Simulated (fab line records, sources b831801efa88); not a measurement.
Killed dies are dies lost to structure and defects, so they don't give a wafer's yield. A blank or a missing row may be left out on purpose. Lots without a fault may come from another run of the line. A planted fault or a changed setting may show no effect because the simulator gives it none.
Problem report in the 8D (eight disciplines) form, filled by code | flow gf180mcu | the parts of the form that need people (team, actions taken, sign-off) are left out

1. THE PROBLEM
oes_product_au at GF_SAB_ETCH_11 reads a mean of 1.361 a.u. on 4 wafers of 2 lots; wafers without a fault read 1.001 a.u. with a standard deviation of 0.012. That is +30 standard deviations from the usual mean.
The step: etches SiO2 in C4F8/O2/Ar, target depth 55 nm, time 8.5 s.
First seen on wafer L693.4, day 20 05:05, on rie_diel-04. The record holds 39 wafers of 13 lots with a number at this step. Rule for "out", or "out of limits": more than 4 standard deviations from the usual mean. The other wafers with a number count as sound.

2. WHAT IT IS AND WHAT IT IS NOT
question                    | is                             | is not
which readings at this step | oes_product_au                 | -
which lots                  | L693, L695                     | L682, L686, L687, L688, L689, L690, L691, L692, L697, L701, L703
which wafers of those lots  | L693.4, L693.5, L695.2, L695.4 | L693.1, L695.5
read on which tools         | rie_diel-04                    | rie_diel-01, rie_diel-03
when                        | from day 20 05:05              | up to then (25 sound wafers); but 10 sound wafers of L695, L697, L701, L703 came after

3. SUSPECTS, AND WHAT RULES EACH OUT
Counting: a tool at a process step up to the reading stays a suspect if it ran every lot that is out. Sound lots after the first of them don't rule it out here, since some wafers of a struck lot are sound.
- rie_diel-04 at GF_SAB_ETCH_11 (etches SiO2 in C4F8/O2/Ar, target depth 55 nm, time 8.5 s): kept. It ran every lot that is out, first L693 (day 20 05:05); its last sound lot up to then is L692 (day 19 12:52). Its own readings are out on those wafers: oes_product_au.
- Within rie_diel-04 at GF_SAB_ETCH_11: the wafers that are out ran in chamber 3; their sound lot-mates ran in chambers 1, 2.
Left after counting: rie_diel-04 at GF_SAB_ETCH_11.

4. THE CAUSE (what the simulator had put in)
Process parameter drift: rie_diel-04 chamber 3, from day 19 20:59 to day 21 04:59, at GF_SAB_ETCH_11. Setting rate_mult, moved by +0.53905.
Counting left only this tool.

5. THE CHAIN OF EFFECTS, in route order
Each row: a reading whose mean over the struck wafers that have a number lies more than 3 standard deviations from the usual. Only readings for which the record gives a usual standard deviation are gone through. hours: the time from each lot's start at the first step in this table that gives one to its start at this step, as a median over the lots. sigmas: the change in usual standard deviations.
hours | step           | reading        | usual      | on struck wafers | change | sigmas
0     | GF_SAB_ETCH_11 | oes_product_au | 1.001 a.u. | 1.361            | +0.361 | +30
The process steps in it:
- GF_SAB_ETCH_11: etches SiO2 in C4F8/O2/Ar, target depth 55 nm, time 8.5 s.
Later measuring or inspecting steps at which every struck wafer that the step has a row for has a number for every such reading, and none has moved that far: GF_SALICIDE_RS_MEAS_04.

6. WHAT WOULD HAVE CAUGHT IT SOONER
In this record the first reading out of limits was taken at day 20 05:05, 8 hours after the fault began at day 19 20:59.
